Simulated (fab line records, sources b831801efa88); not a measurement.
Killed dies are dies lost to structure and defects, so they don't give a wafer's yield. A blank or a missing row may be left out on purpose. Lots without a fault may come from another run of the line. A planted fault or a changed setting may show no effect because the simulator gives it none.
Chamber matching | flow gf180mcu | GF_SAB_CVD_00 on pecvd-01: 3 sister chambers
The step deposits SiO2 from TEOS, target thk 50 nm, time 4.9302 s. 6 wafers are shown with their chamber, then 7 later ones without.

WAFERS WITH THEIR CHAMBER
wafer  | chamber | heater_power_w (W)
L322.1 | 0       | 893
L326.4 | 1       | 655
L326.5 | 2       | 707
L326.6 | 0       | 743
L334.1 | 2       | 721
L334.4 | 1       | 724

WAFERS WITHOUT THEIR CHAMBER
wafer  | heater_power_w (W)
L334.6 | 705
L335.1 | 706
L335.2 | 591
L335.3 | 851
L337.1 | 727
L337.2 | 714
L337.4 | 746

WHICH CHAMBER EACH WENT THROUGH
wafer  | from the rows above          | in truth
L334.6 | can't be placed: 2 or 1 or 0 | 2
L335.1 | can't be placed: 2 or 1 or 0 | 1
L335.2 | can't be placed: 1 or 2 or 0 | 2
L335.3 | can't be placed: 0 or 2 or 1 | 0
L337.1 | can't be placed: 2 or 1 or 0 | 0
L337.2 | can't be placed: 2 or 1 or 0 | 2
L337.4 | can't be placed: 2 or 1 or 0 | 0
Placed correctly: 0 of 7. Can't be placed from these rows: 7 (the true chamber is among the candidates in 7). Placed wrongly: 0.
How it was worked out, from the rows above alone: a wafer's distance from a chamber is the root of the sum, over the readings, of the square of ((its reading less the chamber's mean) divided by the reading's scatter). The wafer belongs to the nearest chamber; if the next one is less than 2 further off, it can't be placed. A chamber's mean is the mean of its shown wafers. The scatter: the root of (the sum of the squares of (reading less its chamber's mean) over the shown wafers, divided by (wafers less chambers)).
